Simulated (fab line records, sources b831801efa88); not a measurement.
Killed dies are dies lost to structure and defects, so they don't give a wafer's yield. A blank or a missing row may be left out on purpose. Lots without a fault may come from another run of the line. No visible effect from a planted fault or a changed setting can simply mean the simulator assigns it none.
Problem report, 8D (eight disciplines) form, completed by code | flow sky130 | the parts of the form that need people (team, actions taken, sign-off) are left out

== 1. PROBLEM STATEMENT ==
At SKY_LDD_P_IMPLANT_09, beam energy keV averages 25.792 over 6 wafers from 2 lots, while fault-free wafers read 25.000, standard deviation 0.0079. That is +99 or more standard deviations from the usual mean.
First observed at day 24 23:56: wafer L550.1, on implanter-04. The record has a number at this step for 39 wafers belonging to 13 lots. Rule for "out" (also "out of limits"): further than 4 standard deviations from the usual mean. Any other wafer with a number is counted as sound.

== 2. WHAT IT IS; WHAT IT IS NOT ==
question                    | is                     | is not
which readings at this step | beam energy keV        | -
which lots                  | L550, L551             | L534, L535, L537, L539, L540, L541, L542, L546, L548, L556, L557
which wafers of those lots  | all that have a number | -
read on which tools         | implanter-04           | implanter-01, implanter-03
when                        | from day 24 23:56      | up to then (27 sound wafers); but 6 sound wafers of L556, L557 came after

== 3. THE SUSPECTS, EACH WITH WHAT RULES IT OUT ==
Counting: any tool at a process step up to the reading is kept as a suspect provided that every lot that is out went through it and no sound lot did after the first of them.
- plasma asher-01 at SKY_GATE_OXIDE_STRIP_13 (strips in O2/N2): ruled out as a lasting fault. The sound lots L556 went through it after L550, its earliest lot that is out (day 19 12:50).
- implanter-04 at SKY_LDD_P_IMPLANT_09: kept. It processed each lot that is out, first L550 at day 24 23:56, and no sound lot thereafter; up to then, the last sound lot it processed was L548 at day 24 05:20. Out on those wafers are its own readings of beam energy keV.
Remaining after the count: implanter-04 at SKY_LDD_P_IMPLANT_09.

== 4. THE CAUSE (what the simulator had put in) ==
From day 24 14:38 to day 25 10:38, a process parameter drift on implanter-04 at SKY_LDD_P_IMPLANT_09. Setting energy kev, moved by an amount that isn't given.
After counting, this tool was the only one left.

== 5. THE EFFECT CHAIN, in route order ==
Each row: a reading where the mean over the struck wafers with a number is more than 3 standard deviations away from the usual. Only readings for which the record gives a usual standard deviation are gone through. hours: the time from each lot's start at the first step in this table that gives one to its start at this step, as a median over the lots. sigmas: the change in usual standard deviations.
hours | step                 | reading         | usual  | on struck wafers | change | sigmas
0     | SKY_LDD_P_IMPLANT_09 | beam energy keV | 25.000 | 25.792           | +0.792 | +99 or more
It contains these process steps:
- SKY_LDD_P_IMPLANT_09
Later steps that measure or inspect, where all struck wafers having a row at the step show a number for every such reading and not one has moved that far: SKY_LDD_HVN_TW_MEAS_10.

== 6. WHAT WOULD HAVE CAUGHT IT SOONER ==
9 hours passed between the start of the fault at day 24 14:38 and the first reading out of limits in this record, taken at day 24 23:56.
